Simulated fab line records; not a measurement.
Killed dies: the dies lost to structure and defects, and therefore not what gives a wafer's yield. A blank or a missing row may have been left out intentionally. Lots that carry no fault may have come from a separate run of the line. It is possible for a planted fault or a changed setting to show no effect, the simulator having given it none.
fab line records -- flow sky130
[record] lots = 7, wafers = 20, lastDay = 50
route steps=708 shown VIA4@652 METAL5@661 PAD_OPEN@708
lots with no fault: from the same line, run without faults
startH: hours from the record's opening day to when the first of the lot's shown wafers began -- waitH: hours from the lot's prior step to this one -- " as in the row above -- L1.1+2: a row that stands for several wafers -- - no value, or no start given -- * or withheld: withheld -- < > ~ a bound
route shown NAME@n: names a module that has steps shown in the file, with the first one's number in the route -- usual: mean and standard deviation over wafers with no fault -- same: alike in all rows -- chamber/n: place in a boat -- sites: each site's reading -- _std_site: standard deviation across them -- _edge_site: mean of outer sites minus mean of inner sites -- radiusMm: for every site, how far away it sits from the centre of the wafer -- mask NAME#n: copy n -- behind: the tool/chamber that last shaped the wafer -- hold: what put the lot on hold/how long, in hours/how the hold closed -- device: whichever transistor did not switch (one of n, p or np) -- end of line: the tests these same wafers got at the end of their route -- where a step has no rows: the recipe by itself -- killed: dies that structure and defects cost at the first sort, which is not the same as the wafer's yield -- map: dies across one wafer; x = killed, . = not, _ = none there
set.NAME: the setting that was run; set.NAME@STEP: the one run at that earlier step -- model.NAME: the simulator's own value behind a step, which no gauge read
certain route steps with their lots: each step a table, each wafer a row
services: when a tool's chamber went out of use (startH, in hours from the record's first day, below 0 if earlier), for how many hours, and the reason
[[steps]]
[step SKY_VIA4_STRIP_13]
[recipe] chemistry = O2/N2, powerW = 1400, pressureMtorr = 1500, platenTempC = withheld, o2FlowSccm = 3000, n2FlowSccm = 300, overashFraction = 0.5
[usual] drypumpMotorCurrentA = 5.5/0.34, n2FlowSccm = 299.8/0.97, oesProductAu = 0.709/0.0046, stripTimeToEndpointS = 12.801/0.027
lot.wafer,tool,chamber,startH,waitH,drypumpMotorCurrentA,n2FlowSccm,oesProductAu,rfHoursCounterH,stripTimeToEndpointS
L351.3,plasmaAsher-04,1,1024.58,-,5.6,299.3,0.712,-,12.838
L351.4,plasmaAsher-04,0,1024.58,-,6.2,299.3,0.714,-,12.782
L351.5,plasmaAsher-04,0,1024.58,-,6.1,299.0,0.716,-,12.835
L352.1,plasmaAsher-01,1,1025.73,-,5.5,298.7,0.703,61,12.838
L352.3,plasmaAsher-01,0,1025.73,-,5.1,298.9,0.709,-,12.843
L352.5,plasmaAsher-01,0,1025.73,-,5.1,298.5,0.705,-,12.781
L366.2,plasmaAsher-04,1,1107.31,-,5.7,300.6,0.714,5,12.828
L366.3,plasmaAsher-04,0,1107.31,-,6.1,299.9,0.703,-,12.788
L367.2,plasmaAsher-01,1,1115.73,-,5.6,301.0,0.707,68,12.830
L367.5,plasmaAsher-01,1,1115.73,-,5.5,301.3,0.716,-,12.773
L367.6,plasmaAsher-01,0,1115.73,-,5.1,300.0,0.713,-,12.830
L369.1,plasmaAsher-01,0,1123.81,-,5.2,300.9,0.715,69,12.786
L369.2,plasmaAsher-01,1,1123.81,-,5.6,301.2,0.716,69,12.839
L369.5,plasmaAsher-01,0,1123.81,-,5.2,299.8,0.707,-,12.803
L371.3,plasmaAsher-02,0,1133.78,-,5.7,301.0,0.717,-,12.791
L371.4,plasmaAsher-02,1,1133.78,-,5.2,299.2,0.706,-,12.772
L371.6,plasmaAsher-02,1,1133.78,-,5.1,300.3,0.708,-,12.773
L372.2,plasmaAsher-02,0,1139.28,-,5.6,299.5,0.706,38,12.767
L372.3,plasmaAsher-02,0,1139.28,-,5.7,298.8,0.707,-,12.819
L372.6,plasmaAsher-02,0,1139.28,-,5.7,299.9,0.716,-,12.826
[step SKY_VIA4_STRIP_14]
[recipe] chemistry = postEtchResidueRemover, timeS = 1200, tempC = 72.5
[step SKY_VIA4_CLEAN_15]
[recipe] chemistry = IPA, timeS = 180, tempC = 25
[step SKY_VIA4_CLEAN_16]
[recipe] chemistry = O3/DIW, dry = n2Spin
[step SKY_VIA4_SPUTTER_17]
[recipe] material = TiN, targetThkNm = 20, chamberPressurePa = 5, powerW = 4000, timeS = 80
[usual] cathodeDcPowerW = 4000.0/0.73, throttleValvePct = 30.1/0.71
lot.wafer,tool,chamber,startH,waitH,cathodeDcPowerW,throttleValvePct
L351.3,pvdSputter-04,-,1025.22,0.0,4000.5,30.1
L351.4,pvdSputter-04,-,1025.22,0.0,4000.1,29.8
L351.5,pvdSputter-04,-,1025.22,0.0,4000.0,29.7
L352.1,pvdSputter-04,-,1026.35,0.0,3999.5,30.3
L352.3,pvdSputter-04,-,1026.35,0.0,4000.6,28.8
L352.5,pvdSputter-04,-,1026.35,0.0,4001.7,31.0
L366.2,pvdSputter-03,-,1107.90,0.0,4000.2,30.7
L366.3,pvdSputter-03,-,1107.90,0.0,4000.3,30.4
L367.2,pvdSputter-04,-,1116.37,0.0,3999.8,30.8
L367.5,pvdSputter-04,-,1116.37,0.0,3999.5,30.1
L367.6,pvdSputter-04,-,1116.37,0.0,4000.8,29.1
L369.1,pvdSputter-04,-,1124.40,0.0,3998.7,30.1
L369.2,pvdSputter-04,-,1124.40,0.0,3999.6,30.8
L369.5,pvdSputter-04,-,1124.40,0.0,3999.2,28.9
L371.3,pvdSputter-03,-,1134.34,0.0,4001.0,30.5
L371.4,pvdSputter-03,-,1134.34,0.0,3999.8,30.5
L371.6,pvdSputter-03,-,1134.34,0.0,3999.4,30.0
L372.2,pvdSputter-01,-,1139.87,0.0,4001.1,30.8
L372.3,pvdSputter-01,-,1139.87,0.0,4000.1,31.3
L372.6,pvdSputter-01,-,1139.87,0.0,4000.4,28.8
[step SKY_VIA4_CVD_18]
[recipe] material = W, targetThkNm = 505, timeS = 152.14, tempC = 400, pressureTorr = 40
[usual] heaterPowerW = 809/83
lot.wafer,tool,chamber,startH,waitH,heaterPowerW
L351.3,cvdW-01,1,1025.34,0.1,701
L351.4,cvdW-01,0,1025.34,0.1,830
L351.5,cvdW-01,0,1025.34,0.1,819
L352.1,cvdW-01,1,1026.41,0.0,723
L352.3,cvdW-01,0,1026.41,0.0,831
L352.5,cvdW-01,1,1026.41,0.0,692
L366.2,cvdW-02,0,1107.96,0.0,905
L366.3,cvdW-02,1,1107.96,0.0,937
L367.2,cvdW-01,0,1116.43,0.0,839
L367.5,cvdW-01,1,1116.43,0.0,720
L367.6,cvdW-01,0,1116.43,0.0,825
L369.1,cvdW-01,1,1124.46,0.0,700
L369.2,cvdW-01,0,1124.46,0.0,831
L369.5,cvdW-01,0,1124.46,0.0,840
L371.3,cvdW-01,1,1134.45,0.1,704
L371.4,cvdW-01,0,1134.45,0.1,826
L371.6,cvdW-01,1,1134.45,0.1,727
L372.2,cvdW-01,0,1139.93,0.0,823
L372.3,cvdW-01,1,1139.93,0.0,723
L372.6,cvdW-01,1,1139.93,0.0,711
[step SKY_VIA4_RS_MEAS_19]
[recipe] thkMeasGauge = four-point-probe, reads = W_of_VIA4_CVD_18+TiN_of_VIA4_SPUTTER_17
[usual] VIA4_W_RS = 0.2272/0.0023
lot.wafer,tool,chamber,startH,waitH,VIA4_W_RS[ohm/sq]
L351.3,filmMetro-02,-,1025.48,0.1,0.2306
L351.4,filmMetro-02,-,1025.48,0.1,0.2284
L351.5,filmMetro-02,-,1025.48,0.1,0.2303
L352.1,filmMetro-01,-,1026.56,0.1,0.2281
L352.3,filmMetro-01,-,1026.56,0.1,0.2263
L352.5,filmMetro-01,-,1026.56,0.1,0.2288
L366.2,filmMetro-01,-,1108.13,0.1,0.2213
L366.3,filmMetro-01,-,1108.13,0.1,0.2249
L367.2,filmMetro-02,-,1116.60,0.1,0.2278
L367.5,filmMetro-02,-,1116.60,0.1,0.2278
L367.6,filmMetro-02,-,1116.60,0.1,0.2282
L369.1,filmMetro-02,-,1124.61,0.1,0.2288
L369.2,filmMetro-02,-,1124.61,0.1,0.2306
L369.5,filmMetro-02,-,1124.61,0.1,0.2296
L371.3,filmMetro-01,-,1134.60,0.1,0.2263
L371.4,filmMetro-01,-,1134.60,0.1,0.2293
L371.6,filmMetro-01,-,1134.60,0.1,0.2272
L372.2,filmMetro-02,-,1140.11,0.1,0.2306
L372.3,filmMetro-02,-,1140.11,0.1,0.2281
L372.6,filmMetro-02,-,1140.11,0.1,0.2301
[step SKY_VIA4_THK_MEAS_20]
[recipe] thkMeasGauge = xrf, reads = W_of_VIA4_CVD_18
[usual] VIA4_W_THK = 504/5.9
lot.wafer,tool,chamber,startH,waitH,VIA4_W_THK[nm]
L351.3,filmMetro-02,-,1025.58,0.1,500
L351.4,filmMetro-02,-,1025.58,0.1,500
L351.5,filmMetro-02,-,1025.58,0.1,500
L352.1,filmMetro-01,-,1026.68,0.1,506
L352.3,filmMetro-01,-,1026.68,0.1,512
L352.5,filmMetro-01,-,1026.68,0.1,503
L366.2,filmMetro-01,-,1108.24,0.1,510
L366.3,filmMetro-01,-,1108.24,0.1,501
L367.2,filmMetro-02,-,1116.71,0.1,503
L367.5,filmMetro-02,-,1116.71,0.1,502
L367.6,filmMetro-02,-,1116.71,0.1,501
L369.1,filmMetro-02,-,1124.73,0.1,498
L369.2,filmMetro-02,-,1124.73,0.1,496
L369.5,filmMetro-02,-,1124.73,0.1,498
L371.3,filmMetro-01,-,1134.70,0.1,503
L371.4,filmMetro-01,-,1134.70,0.1,496
L371.6,filmMetro-01,-,1134.70,0.1,500
L372.2,filmMetro-02,-,1140.22,0.1,498
L372.3,filmMetro-02,-,1140.22,0.1,504
L372.6,filmMetro-02,-,1140.22,0.1,497
[step SKY_VIA4_CMP_21]
[recipe] stopOn = SiO2, tOverpolishS = 25, downForcePsi = 3.5, platenRpm = 60, targetThkNm = 0, padVelocityMS = 0.94248
[step SKY_METAL5_SPUTTER_00]
[recipe] material = Ti, targetThkNm = 15, powerW = 3000, timeS = 10, chamberPressurePa = 0.4
[step SKY_METAL5_SPUTTER_01]
[recipe] material = TiN, targetThkNm = 20, powerW = 6500, timeS = 16.7, chamberPressurePa = 0.4
[step SKY_METAL5_SPUTTER_02]
[recipe] material = AlCu, targetThkNm = 1150, powerW = 10600, timeS = 61.2, chamberPressurePa = 0.4
[usual] cathodeDcPowerW = 10600/2.1, throttleValvePct = 29.9/0.83
lot.wafer,tool,chamber,startH,waitH,cathodeDcPowerW,throttleValvePct
L351.3,pvdSputter-02,-,1025.96,0.0,10601,30.9
L351.4,pvdSputter-02,-,1025.96,0.0,10598,28.6
L351.5,pvdSputter-02,-,1025.96,0.0,10600,30.8
L352.1,pvdSputter-02,-,1027.09,0.0,10599,29.8
L352.3,pvdSputter-02,-,1027.09,0.0,10604,28.4
L352.5,pvdSputter-02,-,1027.09,0.0,10600,29.0
L366.2,pvdSputter-02,-,1108.64,0.0,10600,28.6
L366.3,pvdSputter-02,-,1108.64,0.0,10600,29.9
L367.2,pvdSputter-02,-,1117.11,0.0,10599,29.8
L367.5,pvdSputter-02,-,1117.11,0.0,10599,30.2
L367.6,pvdSputter-02,-,1117.11,0.0,10601,30.7
L369.1,pvdSputter-02,-,1125.14,0.0,10600,28.4
L369.2,pvdSputter-02,-,1125.14,0.0,10599,30.3
L369.5,pvdSputter-02,-,1125.14,0.0,10599,29.8
L371.3,pvdSputter-01,-,1135.11,0.0,10598,29.6
L371.4,pvdSputter-01,-,1135.11,0.0,10600,31.4
L371.6,pvdSputter-01,-,1135.11,0.0,10599,30.4
L372.2,pvdSputter-04,-,1140.61,0.0,10601,30.2
L372.3,pvdSputter-04,-,1140.61,0.0,10599,30.9
L372.6,pvdSputter-04,-,1140.61,0.0,10600,28.9
[step SKY_METAL5_SPUTTER_03]
[recipe] material = Ti, targetThkNm = 5, powerW = 3000, timeS = 3.3, chamberPressurePa = 0.4
[usual] cathodeDcPowerW = 3000.0/0.53, throttleValvePct = 29.9/0.81
lot.wafer,tool,chamber,startH,waitH,cathodeDcPowerW,throttleValvePct,model.Ti_of_METAL5_SPUTTER_03.thkNm
L351.3,pvdSputter-02,-,1026.02,0.0,3000.4,30.9,4.994
L351.4,pvdSputter-02,-,1026.02,0.0,2999.4,28.7,5.106
L351.5,pvdSputter-02,-,1026.02,0.0,3000.0,30.8,5.037
L352.1,pvdSputter-02,-,1027.14,0.0,3000.0,29.7,5.104
L352.3,pvdSputter-02,-,1027.14,0.0,3000.1,28.5,5.127
L352.5,pvdSputter-02,-,1027.14,0.0,2999.4,28.5,5.102
L366.2,pvdSputter-02,-,1108.69,0.0,2999.4,28.8,2.225
L366.3,pvdSputter-02,-,1108.69,0.0,3000.7,29.7,4.929
L367.2,pvdSputter-02,-,1117.16,0.0,3000.4,29.6,2.469
L367.5,pvdSputter-02,-,1117.16,0.0,3000.0,30.4,5.149
L367.6,pvdSputter-02,-,1117.16,0.0,3000.4,30.7,5.211
L369.1,pvdSputter-02,-,1125.19,0.0,3000.1,28.7,4.882
L369.2,pvdSputter-02,-,1125.19,0.0,3001.0,30.3,2.26
L369.5,pvdSputter-02,-,1125.19,0.0,2999.8,30.2,4.899
L371.3,pvdSputter-01,-,1135.16,0.0,3000.0,29.5,5.034
L371.4,pvdSputter-01,-,1135.16,0.0,3000.1,31.3,5.011
L371.6,pvdSputter-01,-,1135.16,0.0,3001.1,30.7,4.85
L372.2,pvdSputter-04,-,1140.67,0.0,2999.3,30.2,4.945
L372.3,pvdSputter-04,-,1140.67,0.0,3001.5,30.9,4.941
L372.6,pvdSputter-04,-,1140.67,0.0,3000.2,28.9,4.944
[step SKY_METAL5_SPUTTER_04]
[recipe] material = TiN, targetThkNm = 70, powerW = 6500, timeS = 58.3, chamberPressurePa = 0.4
[usual] cathodeDcPowerW = 6500.0/1.2, throttleValvePct = 29.9/0.82
lot.wafer,tool,chamber,startH,waitH,cathodeDcPowerW,throttleValvePct
L351.3,pvdSputter-02,-,1026.03,0.0,6498.3,30.7
L351.4,pvdSputter-02,-,1026.03,0.0,6501.2,28.5
L351.5,pvdSputter-02,-,1026.03,0.0,6498.7,30.6
L352.1,pvdSputter-02,-,1027.16,0.0,6499.2,29.6
L352.3,pvdSputter-02,-,1027.16,0.0,6499.6,28.6
L352.5,pvdSputter-02,-,1027.16,0.0,6500.5,28.8
L366.2,pvdSputter-02,-,1108.71,0.0,6498.2,28.8
L366.3,pvdSputter-02,-,1108.71,0.0,6500.1,29.8
L367.2,pvdSputter-02,-,1117.18,0.0,6498.3,29.9
L367.5,pvdSputter-02,-,1117.18,0.0,6499.4,30.7
L367.6,pvdSputter-02,-,1117.18,0.0,6501.0,30.9
L369.1,pvdSputter-02,-,1125.21,0.0,6500.1,28.9
L369.2,pvdSputter-02,-,1125.21,0.0,6500.8,30.1
L369.5,pvdSputter-02,-,1125.21,0.0,6500.3,29.9
L371.3,pvdSputter-01,-,1135.18,0.0,6500.0,29.6
L371.4,pvdSputter-01,-,1135.18,0.0,6499.0,31.0
L371.6,pvdSputter-01,-,1135.18,0.0,6500.7,30.4
L372.2,pvdSputter-04,-,1140.68,0.0,6502.9,30.3
L372.3,pvdSputter-04,-,1140.68,0.0,6500.8,30.9
L372.6,pvdSputter-04,-,1140.68,0.0,6499.4,28.9
[step SKY_PAD_OPEN_PROBE_99]
[usual] defectLimitedYield = 82.2/1.9, killed_at_M0_to_M3 = 43/6.5, killed_at_M4_up = 3.5/1.9, killedAtContacts = 24/5.4, killedAtFrontEnd = 16/4.8, killedAtOther = 0.4/0.64, killedDies = 87/9.4, killedOpen = 47/7, killedShort = 40/6.3, sort_bin_3_pad_short = 0.9/0.4, sort_bin_5_function = 10.5/1.4, sort_bin_6_memory = 6.3/1.1, sortNPass = 405/9.4, sortYieldPct = 82.2/1.9
[same] grossDies = 492, killedAtBackSide = 0, sort_bin_4_leakage[%] = 0, sort_bin_8_speed[%] = 0
lot.wafer,tool,chamber,startH,waitH,defectLimitedYield[%],killed_at_M0_to_M3,killed_at_M4_up,killedAtContacts,killedAtFrontEnd,killedAtOther,killedDies,killedOpen,killedShort,sort_bin_3_pad_short[%],sort_bin_5_function[%],sort_bin_6_memory[%],sortNPass,sortYieldPct[%]
L351.3,prober-01,-,1093.37,0.2,79.5,52,5,23,21,0,101,52,49,1.2,12.4,6.9,391,79.5
L351.4,prober-01,-,1093.42,0.2,81.9,46,3,17,22,1,89,45,44,2.0,11.2,4.9,403,81.9
L351.5,prober-01,-,1093.47,0.2,82.1,38,3,23,24,0,88,44,44,0.4,10.8,6.7,404,82.1
L352.1,prober-02,-,1094.87,0.1,83.9,39,1,22,17,0,79,32,47,1.2,9.6,5.3,413,83.9
L352.3,prober-02,-,1094.97,0.2,80.3,62,3,18,14,0,97,56,41,1.2,12.2,6.3,395,80.3
L352.5,prober-02,-,1095.07,0.2,86.4,32,2,15,18,0,67,32,34,0.8,7.3,5.5,425,86.4
L366.2,prober-01,-,1168.36,0.1,83.3,38,4,23,17,0,82,47,34,0.8,9.6,6.3,410,83.3
L366.3,prober-01,-,1168.41,0.2,86.0,42,3,15,9,0,69,35,34,0.8,8.1,5.1,423,86.0
L367.2,prober-02,-,1174.64,0.1,83.5,38,6,14,23,0,81,46,35,1.0,8.9,6.5,411,83.5
L367.5,prober-02,-,1174.79,0.2,82.3,37,3,29,17,1,87,47,39,0.2,11.8,5.7,405,82.3
L367.6,prober-02,-,1174.84,0.2,82.9,43,3,13,24,1,84,37,46,0.8,11.0,5.3,408,82.9
L369.1,prober-02,-,1181.39,0.1,79.9,41,3,30,25,0,99,59,40,0.4,13.6,6.1,393,79.9
L369.2,prober-02,-,1181.44,0.1,85.8,35,3,21,11,0,70,37,33,0.4,8.7,5.1,422,85.8
L369.5,prober-02,-,1181.59,0.2,82.1,39,4,31,14,0,88,52,36,1.0,9.6,7.3,404,82.1
L371.3,prober-02,-,1188.91,0.2,84.6,39,7,19,11,0,76,40,36,1.4,9.3,4.7,416,84.6
L371.4,prober-02,-,1188.96,0.2,83.3,40,1,25,16,0,82,43,39,1.4,8.3,6.9,410,83.3
L371.6,prober-02,-,1189.06,0.2,82.5,37,4,32,13,0,86,36,48,1.4,9.6,6.5,406,82.5
L372.2,prober-01,-,1194.84,0.1,82.7,43,2,19,21,0,85,46,39,0.8,11.0,5.5,407,82.7
L372.3,prober-01,-,1194.89,0.2,83.9,32,1,20,25,1,79,34,44,0.8,10.4,4.9,413,83.9
L372.6,prober-01,-,1195.04,0.2,80.7,42,7,24,21,1,95,47,48,1.4,11.0,6.9,397,80.7
// killed by level:class
L351.3 VIA1:geometricParticle:open=11 METAL1:geometricParticle:short=9 VIA1:geometricParticle:short=9 CONTACT:geometricParticle:open=8 FIELD_ISO:geometricParticle:open=7 VIA2:geometricParticle:open=6 POLY_GATE:geometricParticle:short=5 CONTACT:geometricParticle:short=5
L351.4 VIA2:geometricParticle:open=8 CONTACT:geometricParticle:open=6 METAL1:geometricParticle:short=6 VIA1:geometricParticle:open=6 POLY_GATE:geometricParticle:open=5 VIA1:geometricParticle:short=5 METAL2:geometricParticle:short=5 POLY_GATE:geometricParticle:short=4
L351.5 POLY_GATE:geometricParticle:short=8 VIA1:geometricParticle:open=8 CONTACT:geometricParticle:short=6 METAL2:geometricParticle:short=6 FIELD_ISO:geometricParticle:open=5 LI_CONTACT:geometricParticle:open=5 CONTACT:geometricParticle:open=5 POLY_GATE:geometricParticle:open=4
L352.1 METAL2:geometricParticle:short=7 METAL1:geometricParticle:short=7 FIELD_ISO:geometricParticle:short=6 CONTACT:geometricParticle:open=6 VIA3:geometricParticle:short=6 POLY_GATE:geometricParticle:short=5 LI_CONTACT:geometricParticle:open=5 CONTACT:geometricParticle:short=5
L352.3 VIA1:geometricParticle:open=16 VIA3:geometricParticle:open=9 METAL2:geometricParticle:short=8 VIA2:geometricParticle:open=7 LI_CONTACT:geometricParticle:open=5 CONTACT:geometricParticle:open=5 METAL3:geometricParticle:short=5 FIELD_ISO:geometricParticle:open=4
L352.5 VIA1:geometricParticle:open=7 FIELD_ISO:geometricParticle:short=5 POLY_GATE:geometricParticle:open=5 LI_CONTACT:geometricParticle:open=5 METAL1:geometricParticle:short=5 CONTACT:geometricParticle:open=4 METAL2:geometricParticle:short=4 POLY_GATE:geometricParticle:short=3
L366.2 CONTACT:geometricParticle:open=9 VIA2:geometricParticle:open=6 VIA1:geometricParticle:open=6 LI_CONTACT:geometricParticle:open=5 POLY_GATE:geometricParticle:open=4 POLY_GATE:geometricParticle:short=4 CONTACT:geometricParticle:short=4 VIA1:geometricParticle:short=4
L366.3 VIA2:geometricParticle:open=7 CONTACT:geometricParticle:short=6 VIA3:geometricParticle:open=6 METAL3:geometricParticle:short=5 VIA1:geometricParticle:open=5 METAL2:geometricParticle:open=4 METAL2:geometricParticle:short=4 VIA3:geometricParticle:short=4
L367.2 VIA3:geometricParticle:open=8 METAL1:geometricParticle:short=7 POLY_GATE:geometricParticle:open=6 POLY_GATE:geometricParticle:short=5 CONTACT:geometricParticle:open=5 VIA2:geometricParticle:open=5 FIELD_ISO:geometricParticle:open=4 FIELD_ISO:geometricParticle:short=4
L367.5 LI_CONTACT:geometricParticle:open=10 CONTACT:geometricParticle:open=10 VIA3:geometricParticle:open=8 METAL2:geometricParticle:short=6 FIELD_ISO:geometricParticle:open=5 CONTACT:geometricParticle:short=5 VIA1:geometricParticle:short=5 POLY_GATE:geometricParticle:open=4
L367.6 POLY_GATE:geometricParticle:short=9 METAL1:geometricParticle:short=9 FIELD_ISO:geometricParticle:open=6 VIA3:geometricParticle:short=6 VIA3:geometricParticle:open=5 FIELD_ISO:geometricParticle:short=4 LI_CONTACT:geometricParticle:open=4 VIA2:geometricParticle:open=4
L369.1 LI_CONTACT:geometricParticle:open=12 VIA1:geometricParticle:open=10 FIELD_ISO:geometricParticle:short=9 VIA2:geometricParticle:open=8 CONTACT:geometricParticle:short=7 VIA3:geometricParticle:open=6 METAL2:geometricParticle:short=5 FIELD_ISO:geometricParticle:open=4
L369.2 VIA1:geometricParticle:open=11 CONTACT:geometricParticle:open=7 METAL2:geometricParticle:short=5 VIA2:geometricParticle:open=5 FIELD_ISO:geometricParticle:short=4 VIA2:geometricParticle:short=4 LI_CONTACT:geometricParticle:short=3 LI_CONTACT:geometricParticle:open=3
L369.5 LI_CONTACT:geometricParticle:open=13 VIA1:geometricParticle:open=11 VIA1:geometricParticle:short=7 CONTACT:geometricParticle:open=6 METAL2:geometricParticle:short=5 METAL1:geometricParticle:short=5 VIA3:geometricParticle:open=5 FIELD_ISO:geometricParticle:short=4
L371.3 VIA1:geometricParticle:open=10 LI_CONTACT:geometricParticle:open=9 METAL2:geometricParticle:short=6 METAL4:geometricParticle:short=5 FIELD_ISO:geometricParticle:open=4 VIA1:geometricParticle:short=4 CONTACT:geometricParticle:short=4 METAL1:geometricParticle:short=4
L371.4 VIA1:geometricParticle:open=10 CONTACT:geometricParticle:open=8 CONTACT:geometricParticle:short=7 LI_CONTACT:geometricParticle:open=5 VIA3:geometricParticle:short=5 METAL1:geometricParticle:short=5 VIA1:geometricParticle:short=5 FIELD_ISO:geometricParticle:open=4
L371.6 CONTACT:geometricParticle:open=10 CONTACT:geometricParticle:short=8 METAL1:geometricParticle:short=7 VIA1:geometricParticle:open=7 LI_CONTACT:geometricParticle:open=6 LOCAL_INTERCONNECT:geometricParticle:short=5 VIA3:geometricParticle:short=4 METAL2:geometricParticle:short=4
L372.2 VIA1:geometricParticle:open=9 VIA3:geometricParticle:open=9 FIELD_ISO:geometricParticle:short=8 CONTACT:geometricParticle:short=6 METAL2:geometricParticle:short=6 FIELD_ISO:geometricParticle:open=5 POLY_GATE:geometricParticle:open=5 CONTACT:geometricParticle:open=5
L372.3 POLY_GATE:geometricParticle:short=8 FIELD_ISO:geometricParticle:short=7 LI_CONTACT:geometricParticle:open=6 VIA2:geometricParticle:open=6 LOCAL_INTERCONNECT:geometricParticle:short=5 FIELD_ISO:geometricParticle:open=4 CONTACT:geometricParticle:open=4 VIA1:geometricParticle:open=4
L372.6 FIELD_ISO:geometricParticle:short=8 CONTACT:geometricParticle:open=8 VIA3:geometricParticle:open=8 FIELD_ISO:geometricParticle:open=6 CONTACT:geometricParticle:short=6 METAL2:geometricParticle:short=5 VIA1:geometricParticle:open=5 METAL1:geometricParticle:short=4
[[services]]
tool,chamber,startH,hours,kind
pvdSputter-04,-,1005.31,0.9,repair
cvdW-02,1,1005.81,16.1,repair
cvdW-02,-,1006.29,1.4,repair
cvdW-01,-,1011.43,1.9,repair
plasmaAsher-04,-,1039.34,0.6,repair
plasmaAsher-04,-,1045.70,1.9,repair
plasmaAsher-04,-,1055.25,9.0,pm
plasmaAsher-04,0,1055.25,9.0,ventCycle
plasmaAsher-04,1,1055.25,9.0,ventCycle
plasmaAsher-01,-,1056.79,20.1,repair
plasmaAsher-04,0,1064.25,-,clean
plasmaAsher-04,1,1064.25,-,clean
plasmaAsher-02,-,1082.03,0.9,repair
pvdSputter-02,-,1084.25,1.9,repair
pvdSputter-01,-,1097.50,1.3,repair
cvdW-02,-,1114.77,6.0,pm
[[key]]
firstSign none at tools or gauges
[modelEffect] step = SKY_METAL5_SPUTTER_03, value = Ti_of_METAL5_SPUTTER_03.thkNm, without = 4.942, struck = 2.318
metAt SKY_METAL5_SPUTTER_03
struckWafers L366.2,L367.2,L369.2
onsetBetween 1027.14 1108.69
[fault] kind = processParameterDrift, tool = pvdSputter-02, chamber = -, onsetH = 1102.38, steps = SKY_METAL5_SPUTTER_03, channel = targetThkNm, offset = -2.6244, shape = step, endH = 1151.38, scope = struckWafersOnly, actsIn = theseRecipesOnly, stated = 5
